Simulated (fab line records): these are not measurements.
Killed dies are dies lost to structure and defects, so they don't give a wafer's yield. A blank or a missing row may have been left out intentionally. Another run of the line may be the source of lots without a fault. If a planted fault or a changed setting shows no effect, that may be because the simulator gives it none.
fab line records :: flow sky130
[record]
  lots = 6
  wafers = 18
  last_day = 50
route steps=708 shown LOCAL_INTERCONNECT@390 PAD_OPEN@708
lots untouched by any fault: they come from a run of this same line in which no faults occurred
start_h: start of the lot's first displayed wafer, in hours after the record's first day :: wait_h: hours since the lot's step before :: " the same as in the row above :: L1.1+2: a single row standing in for several wafers :: - no value, or no start was given :: * or withheld: withheld :: < > ~ a bound
route shown NAME@n: a module of which the file shows steps, and the number in the route of the first :: usual: mean/standard deviation taken from wafers without a fault :: same: alike in all rows :: chamber/n: place in a boat :: sites: each site's reading :: _std_site: their standard deviation :: _edge_site: mean of outer sites minus mean of inner sites :: radius_mm: for every site, how far away it sits from the centre of the wafer :: mask NAME#n: copy n :: behind: tool/chamber where the wafer was last shaped :: hold: reason for holding the lot/hours on hold/outcome of the hold :: device: the n, p or np transistor that did not switch :: end of line: the route-end tests of the same wafers :: for a step that has no rows: nothing shown but its recipe :: killed: dies lost to structure and defects at the first sort, not the wafer's yield :: map: the dies of a wafer, with x for killed, . for not killed, _ for no die there
set.NAME: the run value of the setting; set.NAME@STEP: its run value at that earlier step :: model.NAME: the simulator's own value behind a step, which no gauge read
lots seen at some steps along the route; tables by step, rows by wafer
services: a tool's chamber out of use, with start hour (start_h, from the record's first day; less than 0 if before it), hours out, and reason
[[steps]]
[step SKY_LOCAL_INTERCONNECT_DEHYDRATE_03]
[recipe]
  temp_c = 200
  time_s = 60
[step SKY_LOCAL_INTERCONNECT_HMDS_04]
[recipe]
  prime_time_s = 60
  prime_temp_c = 120
[step SKY_LOCAL_INTERCONNECT_COAT_05]
[recipe]
  resist = BARC
  temp_c = withheld
  time_s = withheld
  spin_rpm = 3000
  resist_thk_nm = 60
[step SKY_LOCAL_INTERCONNECT_COAT_06]
[recipe]
  resist = KrF-thick
  spin_rpm = 3000
  resist_thk_nm = 450
[step SKY_LOCAL_INTERCONNECT_SOFTBAKE_07]
[recipe]
  temp_c = 100
  time_s = 90
  resist = KrF-thick
[step SKY_LOCAL_INTERCONNECT_EXPOSE_08]
[recipe]
  mask_id = LI1M
  na = 0.8
  source_shape = annular
  sigma_inner = 0.55
  sigma_outer = 0.85
  target_cd_nm = 170
  dose_mj = 28
[step SKY_LOCAL_INTERCONNECT_PEB_09]
[recipe]
  peb_temp_c = withheld
  peb_time_s = withheld
  resist = KrF-thick
[step SKY_LOCAL_INTERCONNECT_DEVELOP_10]
[recipe]
  develop_time_s = 60
  resist = KrF-thick
  dev_temp_c = 21
[step SKY_LOCAL_INTERCONNECT_CD_MEAS_11]
[recipe]
  target_cd_nm = 170
[usual]
  cd_nm = 169.8/1.6
lot.wafer: L964.3
tool: cd_sem-02
chamber: -
start_h: 688.02
wait_h: -
cd_nm: 172.0

lot.wafer: L964.5
tool: cd_sem-02
chamber: -
start_h: 688.02
wait_h: -
cd_nm: 172.1

lot.wafer: L964.6
tool: cd_sem-02
chamber: -
start_h: 688.02
wait_h: -
cd_nm: 172.8

lot.wafer: L966.1
tool: cd_sem-01
chamber: -
start_h: 733.88
wait_h: -
cd_nm: 169.9

lot.wafer: L966.2
tool: cd_sem-01
chamber: -
start_h: 733.88
wait_h: -
cd_nm: 170.7

lot.wafer: L966.5
tool: cd_sem-01
chamber: -
start_h: 733.88
wait_h: -
cd_nm: 169.1

lot.wafer: L976.2
tool: cd_sem-01
chamber: -
start_h: 830.90
wait_h: -
cd_nm: 169.7

lot.wafer: L976.3
tool: cd_sem-01
chamber: -
start_h: 830.90
wait_h: -
cd_nm: 168.6

lot.wafer: L976.5
tool: cd_sem-01
chamber: -
start_h: 830.90
wait_h: -
cd_nm: 171.5

lot.wafer: L975.2
tool: cd_sem-01
chamber: -
start_h: 831.55
wait_h: -
cd_nm: 171.5

lot.wafer: L975.3
tool: cd_sem-01
chamber: -
start_h: 831.55
wait_h: -
cd_nm: 173.0

lot.wafer: L975.4
tool: cd_sem-01
chamber: -
start_h: 831.55
wait_h: -
cd_nm: 172.3

lot.wafer: L981.1
tool: cd_sem-02
chamber: -
start_h: 837.26
wait_h: -
cd_nm: 169.1

lot.wafer: L981.3
tool: cd_sem-02
chamber: -
start_h: 837.26
wait_h: -
cd_nm: 168.8

lot.wafer: L981.6
tool: cd_sem-02
chamber: -
start_h: 837.26
wait_h: -
cd_nm: 168.3

lot.wafer: L987.1
tool: cd_sem-02
chamber: -
start_h: 886.91
wait_h: -
cd_nm: 172.4

lot.wafer: L987.3
tool: cd_sem-02
chamber: -
start_h: 886.91
wait_h: -
cd_nm: 172.0

lot.wafer: L987.4
tool: cd_sem-02
chamber: -
start_h: 886.91
wait_h: -
cd_nm: 171.5
[step SKY_LOCAL_INTERCONNECT_OVL_MEAS_12]
[usual]
  LOCAL_INTERCONNECT_OVL = -4/4.4
lot.wafer: L964.3
tool: overlay-02
chamber: -
start_h: 688.12
wait_h: 0.1
LOCAL_INTERCONNECT_OVL[nm]: -12

lot.wafer: L964.5
tool: overlay-02
chamber: -
start_h: 688.12
wait_h: 0.1
LOCAL_INTERCONNECT_OVL[nm]: -8

lot.wafer: L964.6
tool: overlay-02
chamber: -
start_h: 688.12
wait_h: 0.1
LOCAL_INTERCONNECT_OVL[nm]: -6

lot.wafer: L966.1
tool: overlay-02
chamber: -
start_h: 734.00
wait_h: 0.1
LOCAL_INTERCONNECT_OVL[nm]: 2

lot.wafer: L966.2
tool: overlay-02
chamber: -
start_h: 734.00
wait_h: 0.1
LOCAL_INTERCONNECT_OVL[nm]: 2

lot.wafer: L966.5
tool: overlay-02
chamber: -
start_h: 734.00
wait_h: 0.1
LOCAL_INTERCONNECT_OVL[nm]: 1

lot.wafer: L976.2
tool: overlay-02
chamber: -
start_h: 831.01
wait_h: 0.1
LOCAL_INTERCONNECT_OVL[nm]: -1

lot.wafer: L976.3
tool: overlay-02
chamber: -
start_h: 831.01
wait_h: 0.1
LOCAL_INTERCONNECT_OVL[nm]: -9

lot.wafer: L976.5
tool: overlay-02
chamber: -
start_h: 831.01
wait_h: 0.1
LOCAL_INTERCONNECT_OVL[nm]: -11

lot.wafer: L975.2
tool: overlay-01
chamber: -
start_h: 831.66
wait_h: 0.1
LOCAL_INTERCONNECT_OVL[nm]: -4

lot.wafer: L975.3
tool: overlay-01
chamber: -
start_h: 831.66
wait_h: 0.1
LOCAL_INTERCONNECT_OVL[nm]: -11

lot.wafer: L975.4
tool: overlay-01
chamber: -
start_h: 831.66
wait_h: 0.1
LOCAL_INTERCONNECT_OVL[nm]: 7

lot.wafer: L981.1
tool: overlay-02
chamber: -
start_h: 837.38
wait_h: 0.1
LOCAL_INTERCONNECT_OVL[nm]: -4

lot.wafer: L981.3
tool: overlay-02
chamber: -
start_h: 837.38
wait_h: 0.1
LOCAL_INTERCONNECT_OVL[nm]: -6

lot.wafer: L981.6
tool: overlay-02
chamber: -
start_h: 837.38
wait_h: 0.1
LOCAL_INTERCONNECT_OVL[nm]: 3

lot.wafer: L987.1
tool: overlay-02
chamber: -
start_h: 887.03
wait_h: 0.1
LOCAL_INTERCONNECT_OVL[nm]: 3

lot.wafer: L987.3
tool: overlay-02
chamber: -
start_h: 887.03
wait_h: 0.1
LOCAL_INTERCONNECT_OVL[nm]: -2

lot.wafer: L987.4
tool: overlay-02
chamber: -
start_h: 887.03
wait_h: 0.1
LOCAL_INTERCONNECT_OVL[nm]: -6
[step SKY_LOCAL_INTERCONNECT_ETCH_13]
[recipe]
  chemistry = N2/H2
  target = BARC
  ion_energy_ev = 200
  bias_w = 100
  pressure_mtorr = 30
  n2_flow_sccm = 100
  h2_flow_sccm = 200
  icp_w = 500
  stop_on = SiO2
  time_s = 45.9
  target_depth_a = 600
[usual]
  bias_w = 100.0/0.31
  drypump_motor_current_A = 6.1/0.44
  n2_flow_sccm = 100.00/0.29
  oes_product_au = 0.854/0.0044
  throttle_valve_pct = 13.224/0.0097
lot.wafer: L964.3
tool: rie_metal-04
chamber: 1
start_h: 688.16
wait_h: 0.0
bias_w: 100.3
drypump_motor_current_A: 6.6
n2_flow_sccm: 99.69
oes_product_au: 0.852
rf_hours_counter_h: -
throttle_valve_pct: 13.227

lot.wafer: L964.5
tool: rie_metal-04
chamber: 0
start_h: 688.16
wait_h: 0.0
bias_w: 100.0
drypump_motor_current_A: 5.9
n2_flow_sccm: 99.95
oes_product_au: 0.849
rf_hours_counter_h: -
throttle_valve_pct: 13.221

lot.wafer: L964.6
tool: rie_metal-04
chamber: 1
start_h: 688.16
wait_h: 0.0
bias_w: 100.1
drypump_motor_current_A: 6.6
n2_flow_sccm: 99.45
oes_product_au: 0.852
rf_hours_counter_h: -
throttle_valve_pct: 13.202

lot.wafer: L966.1
tool: rie_metal-04
chamber: 1
start_h: 734.04
wait_h: 0.0
bias_w: 100.2
drypump_motor_current_A: 6.6
n2_flow_sccm: 100.03
oes_product_au: 0.861
rf_hours_counter_h: 12
throttle_valve_pct: 13.221

lot.wafer: L966.2
tool: rie_metal-04
chamber: 0
start_h: 734.04
wait_h: 0.0
bias_w: 100.5
drypump_motor_current_A: 5.9
n2_flow_sccm: 100.10
oes_product_au: 0.846
rf_hours_counter_h: 12
throttle_valve_pct: 13.241

lot.wafer: L966.5
tool: rie_metal-04
chamber: 1
start_h: 734.04
wait_h: 0.0
bias_w: 100.0
drypump_motor_current_A: 6.6
n2_flow_sccm: 99.95
oes_product_au: 0.856
rf_hours_counter_h: -
throttle_valve_pct: 13.225

lot.wafer: L976.2
tool: rie_metal-04
chamber: 1
start_h: 831.04
wait_h: 0.0
bias_w: 100.2
drypump_motor_current_A: 6.5
n2_flow_sccm: 100.12
oes_product_au: 0.857
rf_hours_counter_h: 16
throttle_valve_pct: 13.210

lot.wafer: L976.3
tool: rie_metal-04
chamber: 1
start_h: 831.04
wait_h: 0.0
bias_w: 100.1
drypump_motor_current_A: 6.6
n2_flow_sccm: 100.16
oes_product_au: 0.859
rf_hours_counter_h: -
throttle_valve_pct: 13.229

lot.wafer: L976.5
tool: rie_metal-04
chamber: 0
start_h: 831.04
wait_h: 0.0
bias_w: 100.0
drypump_motor_current_A: 5.9
n2_flow_sccm: 99.96
oes_product_au: 0.852
rf_hours_counter_h: -
throttle_valve_pct: 13.227

lot.wafer: L975.2
tool: rie_metal-02
chamber: 0
start_h: 831.69
wait_h: 0.0
bias_w: 99.8
drypump_motor_current_A: 6.4
n2_flow_sccm: 100.28
oes_product_au: 0.851
rf_hours_counter_h: 7
throttle_valve_pct: 13.231

lot.wafer: L975.3
tool: rie_metal-02
chamber: 0
start_h: 831.69
wait_h: 0.0
bias_w: 99.7
drypump_motor_current_A: 6.4
n2_flow_sccm: 100.46
oes_product_au: 0.848
rf_hours_counter_h: -
throttle_valve_pct: 13.227

lot.wafer: L975.4
tool: rie_metal-02
chamber: 1
start_h: 831.69
wait_h: 0.0
bias_w: 99.4
drypump_motor_current_A: 6.1
n2_flow_sccm: 99.66
oes_product_au: 0.855
rf_hours_counter_h: -
throttle_valve_pct: 13.246

lot.wafer: L981.1
tool: rie_metal-04
chamber: 0
start_h: 837.42
wait_h: 0.0
bias_w: 100.3
drypump_motor_current_A: 5.9
n2_flow_sccm: 100.58
oes_product_au: 0.856
rf_hours_counter_h: 16
throttle_valve_pct: 13.234

lot.wafer: L981.3
tool: rie_metal-04
chamber: 1
start_h: 837.42
wait_h: 0.0
bias_w: 100.2
drypump_motor_current_A: 6.6
n2_flow_sccm: 100.28
oes_product_au: 0.856
rf_hours_counter_h: -
throttle_valve_pct: 13.212

lot.wafer: L981.6
tool: rie_metal-04
chamber: 1
start_h: 837.42
wait_h: 0.0
bias_w: 100.4
drypump_motor_current_A: 6.5
n2_flow_sccm: 100.02
oes_product_au: 0.853
rf_hours_counter_h: -
throttle_valve_pct: 13.213

lot.wafer: L987.1
tool: rie_metal-04
chamber: 1
start_h: 887.07
wait_h: 0.0
bias_w: 101.0
drypump_motor_current_A: 6.5
n2_flow_sccm: 100.08
oes_product_au: 0.848
rf_hours_counter_h: 19
throttle_valve_pct: 13.214

lot.wafer: L987.3
tool: rie_metal-04
chamber: 1
start_h: 887.07
wait_h: 0.0
bias_w: 100.4
drypump_motor_current_A: 6.5
n2_flow_sccm: 100.16
oes_product_au: 0.864
rf_hours_counter_h: -
throttle_valve_pct: 13.224

lot.wafer: L987.4
tool: rie_metal-04
chamber: 1
start_h: 887.07
wait_h: 0.0
bias_w: 100.7
drypump_motor_current_A: 6.5
n2_flow_sccm: 100.53
oes_product_au: 0.853
rf_hours_counter_h: -
throttle_valve_pct: 13.234
[step SKY_LOCAL_INTERCONNECT_METAL_ETCH_14]
[recipe]
  target_depth_nm = 110
  stop_on = PSG
  chemistry = Cl2/BCl3
  target = TiN
  resist_sidewall_deg = 88
  pressure_mtorr = 10
  icp_w = 900
  bias_w = 48.5
  Cl2_flow_sccm = 60
  bcl3_flow_sccm = 30
  time_s = 31.4
[usual]
  bias_w = 48.48/0.13
  drypump_motor_current_A = 6.0/0.44
  oes_product_au = 0.942/0.0072
  throttle_valve_pct = 21.902/0.0095
lot.wafer: L964.3
tool: rie_metal-04
chamber: 1
start_h: 688.22
wait_h: 0.0
bias_w: 48.45
drypump_motor_current_A: 6.6
oes_product_au: 0.929
rf_hours_counter_h: -
throttle_valve_pct: 21.915

lot.wafer: L964.5
tool: rie_metal-04
chamber: 0
start_h: 688.22
wait_h: 0.0
bias_w: 48.48
drypump_motor_current_A: 5.8
oes_product_au: 0.936
rf_hours_counter_h: -
throttle_valve_pct: 21.926

lot.wafer: L964.6
tool: rie_metal-04
chamber: 1
start_h: 688.22
wait_h: 0.0
bias_w: 48.48
drypump_motor_current_A: 6.5
oes_product_au: 0.946
rf_hours_counter_h: -
throttle_valve_pct: 21.906

lot.wafer: L966.1
tool: rie_metal-04
chamber: 1
start_h: 734.10
wait_h: 0.0
bias_w: 48.65
drypump_motor_current_A: 6.6
oes_product_au: 0.941
rf_hours_counter_h: 12
throttle_valve_pct: 21.919

lot.wafer: L966.2
tool: rie_metal-04
chamber: 0
start_h: 734.10
wait_h: 0.0
bias_w: 48.37
drypump_motor_current_A: 5.9
oes_product_au: 0.948
rf_hours_counter_h: 12
throttle_valve_pct: 21.906

lot.wafer: L966.5
tool: rie_metal-04
chamber: 1
start_h: 734.10
wait_h: 0.0
bias_w: 48.57
drypump_motor_current_A: 6.5
oes_product_au: 0.942
rf_hours_counter_h: -
throttle_valve_pct: 21.891

lot.wafer: L976.2
tool: rie_metal-04
chamber: 1
start_h: 831.10
wait_h: 0.0
bias_w: 48.51
drypump_motor_current_A: 6.5
oes_product_au: 0.946
rf_hours_counter_h: 16
throttle_valve_pct: 21.899

lot.wafer: L976.3
tool: rie_metal-04
chamber: 1
start_h: 831.10
wait_h: 0.0
bias_w: 48.44
drypump_motor_current_A: 6.5
oes_product_au: 0.938
rf_hours_counter_h: -
throttle_valve_pct: 21.897

lot.wafer: L976.5
tool: rie_metal-04
chamber: 0
start_h: 831.10
wait_h: 0.0
bias_w: 48.69
drypump_motor_current_A: 5.9
oes_product_au: 0.930
rf_hours_counter_h: -
throttle_valve_pct: 21.900

lot.wafer: L975.2
tool: rie_metal-02
chamber: 0
start_h: 831.75
wait_h: 0.0
bias_w: 48.53
drypump_motor_current_A: 6.4
oes_product_au: 0.943
rf_hours_counter_h: 8
throttle_valve_pct: 21.889

lot.wafer: L975.3
tool: rie_metal-02
chamber: 0
start_h: 831.75
wait_h: 0.0
bias_w: 48.77
drypump_motor_current_A: 6.4
oes_product_au: 0.949
rf_hours_counter_h: -
throttle_valve_pct: 21.894

lot.wafer: L975.4
tool: rie_metal-02
chamber: 1
start_h: 831.75
wait_h: 0.0
bias_w: 48.53
drypump_motor_current_A: 6.1
oes_product_au: 0.953
rf_hours_counter_h: -
throttle_valve_pct: 21.897

lot.wafer: L981.1
tool: rie_metal-04
chamber: 0
start_h: 837.48
wait_h: 0.0
bias_w: 48.53
drypump_motor_current_A: 5.9
oes_product_au: 0.943
rf_hours_counter_h: 16
throttle_valve_pct: 21.897

lot.wafer: L981.3
tool: rie_metal-04
chamber: 1
start_h: 837.48
wait_h: 0.0
bias_w: 48.39
drypump_motor_current_A: 6.5
oes_product_au: 0.939
rf_hours_counter_h: -
throttle_valve_pct: 21.899

lot.wafer: L981.6
tool: rie_metal-04
chamber: 1
start_h: 837.48
wait_h: 0.0
bias_w: 48.53
drypump_motor_current_A: 6.5
oes_product_au: 0.933
rf_hours_counter_h: -
throttle_valve_pct: 21.882

lot.wafer: L987.1
tool: rie_metal-04
chamber: 1
start_h: 887.20
wait_h: 0.1
bias_w: 48.39
drypump_motor_current_A: 6.5
oes_product_au: 0.930
rf_hours_counter_h: 19
throttle_valve_pct: 21.908

lot.wafer: L987.3
tool: rie_metal-04
chamber: 1
start_h: 887.20
wait_h: 0.1
bias_w: 48.50
drypump_motor_current_A: 6.5
oes_product_au: 0.939
rf_hours_counter_h: -
throttle_valve_pct: 21.894

lot.wafer: L987.4
tool: rie_metal-04
chamber: 1
start_h: 887.20
wait_h: 0.1
bias_w: 48.54
drypump_motor_current_A: 6.5
oes_product_au: 0.943
rf_hours_counter_h: -
throttle_valve_pct: 21.897
[step SKY_LOCAL_INTERCONNECT_STRIP_15]
[recipe]
  chemistry = O2/N2
  power_w = 1400
  pressure_mtorr = 1500
  platen_temp_c = withheld
  o2_flow_sccm = 3000
  n2_flow_sccm = 300
  overash_fraction = 0.5
[usual]
  chamber_pressure_mTorr = 1500.1/1.4
  drypump_motor_current_A = 5.5/0.43
  n2_flow_sccm = 300.0/0.89
  oes_product_au = 0.427/0.0045
  strip_time_to_endpoint_s = 4.716/0.019
lot.wafer: L964.3
tool: plasma_asher-01
chamber: 0
start_h: 688.29
wait_h: 0.1
chamber_pressure_mTorr: 1498.3
drypump_motor_current_A: 5.8
n2_flow_sccm: 299.0
oes_product_au: 0.426
rf_hours_counter_h: -
strip_time_to_endpoint_s: 4.726

lot.wafer: L964.5
tool: plasma_asher-01
chamber: 0
start_h: 688.29
wait_h: 0.1
chamber_pressure_mTorr: 1502.3
drypump_motor_current_A: 5.7
n2_flow_sccm: 299.4
oes_product_au: 0.420
rf_hours_counter_h: -
strip_time_to_endpoint_s: 4.691

lot.wafer: L964.6
tool: plasma_asher-01
chamber: 1
start_h: 688.29
wait_h: 0.1
chamber_pressure_mTorr: 1499.4
drypump_motor_current_A: 4.9
n2_flow_sccm: 298.6
oes_product_au: 0.435
rf_hours_counter_h: -
strip_time_to_endpoint_s: 4.754

lot.wafer: L966.1
tool: plasma_asher-02
chamber: 1
start_h: 734.15
wait_h: 0.0
chamber_pressure_mTorr: 1500.8
drypump_motor_current_A: 5.4
n2_flow_sccm: 300.1
oes_product_au: 0.431
rf_hours_counter_h: 28
strip_time_to_endpoint_s: 4.708

lot.wafer: L966.2
tool: plasma_asher-02
chamber: 0
start_h: 734.15
wait_h: 0.0
chamber_pressure_mTorr: 1499.2
drypump_motor_current_A: 5.1
n2_flow_sccm: 299.5
oes_product_au: 0.431
rf_hours_counter_h: 28
strip_time_to_endpoint_s: 4.703

lot.wafer: L966.5
tool: plasma_asher-02
chamber: 0
start_h: 734.15
wait_h: 0.0
chamber_pressure_mTorr: 1498.8
drypump_motor_current_A: 5.1
n2_flow_sccm: 300.0
oes_product_au: 0.428
rf_hours_counter_h: -
strip_time_to_endpoint_s: 4.705

lot.wafer: L976.2
tool: plasma_asher-02
chamber: 1
start_h: 831.15
wait_h: 0.0
chamber_pressure_mTorr: 1800.2
drypump_motor_current_A: 5.4
n2_flow_sccm: 299.8
oes_product_au: 0.434
rf_hours_counter_h: 38
strip_time_to_endpoint_s: 4.593

lot.wafer: L976.3
tool: plasma_asher-02
chamber: 0
start_h: 831.15
wait_h: 0.0
chamber_pressure_mTorr: 1799.5
drypump_motor_current_A: 5.1
n2_flow_sccm: 301.1
oes_product_au: 0.431
rf_hours_counter_h: -
strip_time_to_endpoint_s: 4.568

lot.wafer: L976.5
tool: plasma_asher-02
chamber: 0
start_h: 831.15
wait_h: 0.0
chamber_pressure_mTorr: 1800.5
drypump_motor_current_A: 5.1
n2_flow_sccm: 300.5
oes_product_au: 0.429
rf_hours_counter_h: -
strip_time_to_endpoint_s: 4.549

lot.wafer: L975.2
tool: plasma_asher-02
chamber: 1
start_h: 831.80
wait_h: 0.0
chamber_pressure_mTorr: 1802.8
drypump_motor_current_A: 5.3
n2_flow_sccm: 301.2
oes_product_au: 0.421
rf_hours_counter_h: 38
strip_time_to_endpoint_s: 4.552

lot.wafer: L975.3
tool: plasma_asher-02
chamber: 0
start_h: 831.80
wait_h: 0.0
chamber_pressure_mTorr: 1800.3
drypump_motor_current_A: 5.1
n2_flow_sccm: 301.9
oes_product_au: 0.432
rf_hours_counter_h: -
strip_time_to_endpoint_s: 4.564

lot.wafer: L975.4
tool: plasma_asher-02
chamber: 1
start_h: 831.80
wait_h: 0.0
chamber_pressure_mTorr: 1801.3
drypump_motor_current_A: 5.4
n2_flow_sccm: 301.5
oes_product_au: 0.435
rf_hours_counter_h: -
strip_time_to_endpoint_s: 4.548

lot.wafer: L981.1
tool: plasma_asher-01
chamber: 1
start_h: 837.53
wait_h: 0.0
chamber_pressure_mTorr: 1500.6
drypump_motor_current_A: 5.0
n2_flow_sccm: 300.0
oes_product_au: 0.431
rf_hours_counter_h: 10
strip_time_to_endpoint_s: 4.687

lot.wafer: L981.3
tool: plasma_asher-01
chamber: 1
start_h: 837.53
wait_h: 0.0
chamber_pressure_mTorr: 1500.0
drypump_motor_current_A: 4.9
n2_flow_sccm: 300.0
oes_product_au: 0.429
rf_hours_counter_h: -
strip_time_to_endpoint_s: 4.708

lot.wafer: L981.6
tool: plasma_asher-01
chamber: 0
start_h: 837.53
wait_h: 0.0
chamber_pressure_mTorr: 1499.5
drypump_motor_current_A: 5.7
n2_flow_sccm: 301.2
oes_product_au: 0.426
rf_hours_counter_h: -
strip_time_to_endpoint_s: 4.712

lot.wafer: L987.1
tool: plasma_asher-04
chamber: 1
start_h: 887.30
wait_h: 0.1
chamber_pressure_mTorr: 1498.7
drypump_motor_current_A: 6.2
n2_flow_sccm: 300.5
oes_product_au: 0.430
rf_hours_counter_h: 105
strip_time_to_endpoint_s: 4.726

lot.wafer: L987.3
tool: plasma_asher-04
chamber: 1
start_h: 887.30
wait_h: 0.1
chamber_pressure_mTorr: 1501.5
drypump_motor_current_A: 6.2
n2_flow_sccm: 300.6
oes_product_au: 0.424
rf_hours_counter_h: -
strip_time_to_endpoint_s: 4.736

lot.wafer: L987.4
tool: plasma_asher-04
chamber: 0
start_h: 887.30
wait_h: 0.1
chamber_pressure_mTorr: 1496.6
drypump_motor_current_A: 6.1
n2_flow_sccm: 299.6
oes_product_au: 0.426
rf_hours_counter_h: -
strip_time_to_endpoint_s: 4.732
[step SKY_LOCAL_INTERCONNECT_STRIP_16]
[recipe]
  chemistry = post_etch_residue_remover
  time_s = 1200
  temp_c = 72.5
[step SKY_PAD_OPEN_PROBE_99]
[usual]
  killed_at_M0_to_M3 = 44/7.4
  killed_at_M4_up = 3.2/2
  killed_at_contacts = 24/5.1
  killed_at_front_end = 15/4.8
  killed_at_other = 0.2/0.46
  killed_dies = 86/10
  killed_open = 47/7.5
  killed_short = 39/7
[same]
  gross_dies = 492
  killed_at_back_side = 0
lot.wafer: L964.3
tool: prober-01
chamber: -
start_h: 1064.29
wait_h: 0.2
killed_at_M0_to_M3: 48
killed_at_M4_up: 2
killed_at_contacts: 28
killed_at_front_end: 17
killed_at_other: 0
killed_dies: 95
killed_open: 57
killed_short: 38

lot.wafer: L964.5
tool: prober-01
chamber: -
start_h: 1064.39
wait_h: 0.2
killed_at_M0_to_M3: 48
killed_at_M4_up: 6
killed_at_contacts: 29
killed_at_front_end: 12
killed_at_other: 1
killed_dies: 96
killed_open: 51
killed_short: 45

lot.wafer: L964.6
tool: prober-01
chamber: -
start_h: 1064.44
wait_h: 0.2
killed_at_M0_to_M3: 39
killed_at_M4_up: 2
killed_at_contacts: 21
killed_at_front_end: 21
killed_at_other: 0
killed_dies: 83
killed_open: 42
killed_short: 41

lot.wafer: L966.1
tool: prober-01
chamber: -
start_h: 1095.80
wait_h: 0.1
killed_at_M0_to_M3: 37
killed_at_M4_up: 2
killed_at_contacts: 23
killed_at_front_end: 12
killed_at_other: 0
killed_dies: 74
killed_open: 34
killed_short: 40

lot.wafer: L966.2
tool: prober-01
chamber: -
start_h: 1095.85
wait_h: 0.1
killed_at_M0_to_M3: 33
killed_at_M4_up: 0
killed_at_contacts: 17
killed_at_front_end: 24
killed_at_other: 0
killed_dies: 74
killed_open: 44
killed_short: 29

lot.wafer: L966.5
tool: prober-01
chamber: -
start_h: 1096.00
wait_h: 0.2
killed_at_M0_to_M3: 46
killed_at_M4_up: 5
killed_at_contacts: 26
killed_at_front_end: 11
killed_at_other: 0
killed_dies: 88
killed_open: 45
killed_short: 43

lot.wafer: L976.2
tool: prober-01
chamber: -
start_h: 1167.03
wait_h: 0.1
killed_at_M0_to_M3: 52
killed_at_M4_up: 3
killed_at_contacts: 32
killed_at_front_end: 13
killed_at_other: 0
killed_dies: 100
killed_open: 59
killed_short: 41

lot.wafer: L976.3
tool: prober-01
chamber: -
start_h: 1167.08
wait_h: 0.2
killed_at_M0_to_M3: 38
killed_at_M4_up: 1
killed_at_contacts: 24
killed_at_front_end: 11
killed_at_other: 1
killed_dies: 75
killed_open: 44
killed_short: 31

lot.wafer: L976.5
tool: prober-01
chamber: -
start_h: 1167.18
wait_h: 0.2
killed_at_M0_to_M3: 45
killed_at_M4_up: 2
killed_at_contacts: 27
killed_at_front_end: 10
killed_at_other: 0
killed_dies: 84
killed_open: 54
killed_short: 29
// killed by level:class
L964.3 VIA1:geometric_particle:open=13 CONTACT:geometric_particle:open=10 VIA2:geometric_particle:open=9 LI_CONTACT:geometric_particle:open=7 LOCAL_INTERCONNECT:geometric_particle:short=6 METAL2:geometric_particle:short=6 FIELD_ISO:geometric_particle:open=4 FIELD_ISO:geometric_particle:short=4
L964.5 VIA1:geometric_particle:open=17 CONTACT:geometric_particle:open=9 METAL1:geometric_particle:short=8 LOCAL_INTERCONNECT:geometric_particle:short=7 VIA2:geometric_particle:open=7 LI_CONTACT:geometric_particle:open=5 FIELD_ISO:geometric_particle:short=4 POLY_GATE:geometric_particle:short=4
L964.6 VIA1:geometric_particle:open=9 CONTACT:geometric_particle:open=7 VIA2:geometric_particle:open=7 POLY_GATE:geometric_particle:short=5 VIA3:geometric_particle:open=5 CONTACT:geometric_particle:short=5 LOCAL_INTERCONNECT:geometric_particle:short=5 METAL2:geometric_particle:short=5
L966.1 LOCAL_INTERCONNECT:geometric_particle:short=8 VIA1:geometric_particle:open=8 VIA3:geometric_particle:open=7 METAL1:geometric_particle:short=6 LI_CONTACT:geometric_particle:short=5 CONTACT:geometric_particle:open=5 CONTACT:geometric_particle:short=4 VIA1:geometric_particle:short=4
L966.2 VIA1:geometric_particle:open=14 FIELD_ISO:geometric_particle:short=7 FIELD_ISO:geometric_particle:open=6 LI_CONTACT:geometric_particle:open=5 CONTACT:geometric_particle:open=5 SPACER:geometric_particle:short=4 METAL2:geometric_particle:short=4 SPACER:geometric_particle:open=3
L966.5 VIA1:geometric_particle:open=12 LI_CONTACT:geometric_particle:open=9 CONTACT:geometric_particle:open=8 METAL2:geometric_particle:short=8 VIA3:geometric_particle:open=6 METAL1:geometric_particle:short=5 LOCAL_INTERCONNECT:geometric_particle:short=5 VIA1:geometric_particle:short=5
L976.2 CONTACT:geometric_particle:open=13 VIA1:geometric_particle:open=10 METAL1:geometric_particle:short=9 LI_CONTACT:geometric_particle:open=8 CONTACT:geometric_particle:short=7 VIA3:geometric_particle:open=7 VIA2:geometric_particle:open=5 VIA1:geometric_particle:short=5
L976.3 VIA1:geometric_particle:open=11 CONTACT:geometric_particle:open=9 LI_CONTACT:geometric_particle:open=5 VIA1:geometric_particle:short=5 FIELD_ISO:geometric_particle:short=4 LOCAL_INTERCONNECT:geometric_particle:short=4 VIA2:geometric_particle:open=4 VIA3:geometric_particle:open=4
L976.5 VIA1:geometric_particle:open=15 CONTACT:geometric_particle:open=10 VIA2:geometric_particle:open=7 METAL3:geometric_particle:short=6 CONTACT:geometric_particle:short=6 VIA3:geometric_particle:open=5 LI_CONTACT:geometric_particle:open=4 METAL1:geometric_particle:short=4
[[services]]
tool: rie_metal-04
chamber: -
start_h: 673.13
hours: 0.3
kind: repair

tool: plasma_asher-01
chamber: -
start_h: 733.75
hours: 9.0
kind: pm

tool: plasma_asher-01
chamber: 0
start_h: 733.75
hours: 9.0
kind: vent_cycle

tool: plasma_asher-01
chamber: 1
start_h: 733.75
hours: 9.0
kind: vent_cycle

tool: plasma_asher-01
chamber: 0
start_h: 742.75
hours: -
kind: clean

tool: plasma_asher-01
chamber: 1
start_h: 742.75
hours: -
kind: clean

tool: rie_metal-04
chamber: -
start_h: 750.18
hours: 0.9
kind: repair

tool: plasma_asher-04
chamber: -
start_h: 791.32
hours: 0.8
kind: repair

tool: plasma_asher-04
chamber: -
start_h: 829.35
hours: 28.1
kind: pm

tool: rie_metal-04
chamber: 0
start_h: 870.25
hours: 25.8
kind: repair
[[key]]
[first_sign]
  step = SKY_LOCAL_INTERCONNECT_STRIP_15
  reading = chamber_pressure_mTorr
  direction = up
  sigmas = 99+
  usual = 1500.1
  struck = 1800.8
[effect]
  step = SKY_LOCAL_INTERCONNECT_STRIP_15
  reading = strip_time_to_endpoint_s
  direction = down
  sigmas = 7.9
  usual = *
  struck = *
met_at SKY_LOCAL_INTERCONNECT_STRIP_15
struck_wafers L975.2,L975.3,L975.4,L976.2,L976.3,L976.5
tester_left_out L975,L976
onset_between 734.15 831.15
[fault]
  kind = process_parameter_drift
  tool = plasma_asher-02
  chamber = -
  onset_h = 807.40
  steps = SKY_LOCAL_INTERCONNECT_STRIP_15
  channel = pressure_mtorr
  offset = 300
  shape = step
  end_h = 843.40
  acts_in = these_recipes_only
  stated = 1500
// tester_left_out: of these lots the tester's yield and bins aren't shown, on N5 and GAA mostly nor the transistor test; their killed dies are dies lost to structure and defects alone, not to doping, threshold or leakage, so they don't give the yield
